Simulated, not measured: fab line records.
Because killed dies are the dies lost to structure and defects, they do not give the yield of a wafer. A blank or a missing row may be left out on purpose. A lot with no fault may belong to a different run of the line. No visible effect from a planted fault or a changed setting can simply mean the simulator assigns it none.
Which tool is to blame?    flow sky130    42 wafers from 14 lots sampled at 2 of the route's 708 steps

## WHAT THE GAUGES SHOWED, per wafer
The record holds no reading of a measuring or inspecting step that can be judged against a usual standard deviation.

## TOOL THAT RAN EACH LOT (tool first, then ch and the chambers of the sampled wafers, then the start)
lot   SKY_CAP2M_METAL_ETCH_13            SKY_PAD_OPEN_PROBE_99
L722  rie metal-01 ch 0,1, day 40 08:28  -
L723  rie metal-03 ch 0,1, day 40 22:36  -
L724  rie metal-03 ch 0,1, day 41 11:48  prober-01, day 46 09:44
L726  rie metal-01 ch 0,1, day 41 23:39  -
L729  rie metal-03 ch 1, day 42 20:17    -
L731  rie metal-03 ch 0,1, day 43 08:37  prober-02, day 48 00:52
L732  rie metal-03 ch 0,1, day 43 18:26  prober-01, day 48 07:52
L736  rie metal-01 ch 0,1, day 44 17:20  -
L737  rie metal-01 ch 0,1, day 44 18:32  prober-01, day 49 03:40
L738  rie metal-02 ch 0, day 45 02:47    prober-01, day 49 11:10
L739  rie metal-01 ch 0,1, day 45 09:42  prober-02, day 49 17:51
L742  rie metal-02 ch 0,1, day 46 07:02  -
L744  rie metal-03 ch 0,1, day 47 00:32  -
L745  rie metal-01 ch 0,1, day 47 07:23  -
- SKY_CAP2M_METAL_ETCH_13: etches TiN in Cl2/BCl3, stops on SiO2, target depth 220 nm, time 62.9 s.
- SKY_PAD_OPEN_PROBE_99

## WHAT THE TOOLS THEMSELVES READ (means of the sampled wafers that have a number; where no wafer has one, the mark that the record gives instead)
SKY_CAP2M_METAL_ETCH_13. Usual: chamber pressure mTorr 10.000 mTorr, standard deviation 0.0096; drypump motor current A 5.5 A, standard deviation 0.44; he backside leak sccm 3.31 sccm, standard deviation 0.2; oes product au 0.942 a.u., standard deviation 0.0074; throttle valve pct 21.902 %, standard deviation 0.0091.
lot   tool          chamber pressure mTorr (mTorr)  drypump motor current A (A)  he backside leak sccm (sccm)  oes product au (a.u.)  throttle valve pct (%)  flag
L722  rie metal-01  9.992                           5.4                          3.27                          0.945                  21.905                  
L723  rie metal-03  10.000                          5.8                          3.26                          0.948                  21.899                  
L724  rie metal-03  10.005                          5.9                          3.41                          0.935                  21.907                  
L726  rie metal-01  10.007                          5.4                          3.24                          0.941                  21.898                  
L729  rie metal-03  10.001                          5.0                          3.37                          0.929                  21.902                  
L731  rie metal-03  9.995                           5.8                          3.33                          0.944                  21.906                  
L732  rie metal-03  9.994                           5.5                          3.25                          0.937                  21.901                  
L736  rie metal-01  9.997                           5.3                          3.39                          0.943                  21.904                  
L737  rie metal-01  10.004                          5.4                          3.10                          0.939                  21.898                  
L738  rie metal-02  9.986                           5.0                          3.81                          0.947                  21.897                  
L739  rie metal-01  10.011                          5.3                          3.16                          0.943                  21.899                  
L742  rie metal-02  9.995                           5.5                          3.42                          0.942                  21.895                  
L744  rie metal-03  9.998                           5.4                          3.27                          0.938                  21.909                  
L745  rie metal-01  10.013                          5.4                          3.14                          0.943                  21.903                  

SKY_PAD_OPEN_PROBE_99. Usual: defect limited yield 82.4 %, standard deviation 1.9; killed_at_M0_to_M3 44, standard deviation 7.2; killed_at_M4_up 3.4, standard deviation 2.1; killed at contacts 24, standard deviation 5.5; killed at front end 15, standard deviation 4.6; killed at other 0.4, standard deviation 0.64; killed dies 86, standard deviation 9.1; killed open 47, standard deviation 7.5; killed short 39, standard deviation 5.8; sort_bin_3_pad_short 0.9 %, standard deviation 0.41; sort_bin_5_function 10.4 %, standard deviation 1.5; sort_bin_6_memory 6.3 %, standard deviation 1.2; sort n pass 406, standard deviation 9.1; sort yield pct 82.4 %, standard deviation 1.9.
lot   tool       defect limited yield (%)  killed_at_M0_to_M3  killed_at_M4_up  killed at contacts  killed at front end  killed at other  killed dies  killed open  killed short  sort_bin_3_pad_short (%)  sort_bin_5_function (%)  sort_bin_6_memory (%)  sort n pass  sort yield pct (%)  flag
L724  prober-01  82.7                      42                  4.7              25                  13                   0.0              85           46           39            0.9                       10.5                     5.9                    407          82.7                
L731  prober-02  71.4                      46                  5.0              28                  14                   48.3             141          53           40            4.6                       15.9                     8.2                    351          71.4                OFF
L732  prober-01  73.0                      39                  4.7              22                  10                   57.0             133          39           37            3.7                       16.7                     6.7                    359          73.0                OFF
L737  prober-01  83.9                      35                  4.3              21                  19                   0.3              79           41           38            0.6                       10.3                     5.2                    413          83.9                
L738  prober-01  83.5                      47                  4.0              18                  12                   0.3              81           43           38            0.8                       10.1                     5.6                    411          83.5                
L739  prober-02  80.8                      50                  3.3              26                  15                   0.3              95           56           37            1.1                       11.0                     7.2                    397          80.8                

## THE ANSWER, worked out from the rows above alone
Rule: a lot counts as off when the mean over its wafers that have a number is more than 3 standard deviations away from the usual mean. A lot without any number at a reading at which 4 lots or more have one is off too. All remaining lots with rows at the step are treated as sound. First the gauges in route order, then the tools' own readings, where a lot's mean is used as printed above. The first step at which some lot is off is used, and at that step the reading that is off furthest; a lot without a number counts as furthest.
Off: L731, L732, at SKY_PAD_OPEN_PROBE_99 (killed at other). Neither off nor sound, because the step has no rows for them: L722, L723, L726, L729, L736, L742, L744, L745.
A tool fits if, at that step or a process step before it, it ran every lot that is off, and no sound lot after the first of them. One candidate fits, namely rie metal-03 at SKY_CAP2M_METAL_ETCH_13. Its last sound lot is L724 (day 41 11:48), its first lot that is off L731 (day 43 08:37): a fault that began between those two fits.

## WHAT HAD BEEN PUT IN BY THE SIMULATOR
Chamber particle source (rie metal-03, SKY_CAP2M_METAL_ETCH_13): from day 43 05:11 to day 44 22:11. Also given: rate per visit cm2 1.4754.
Shown lots that were struck: L731, L732. The rule above found the same.
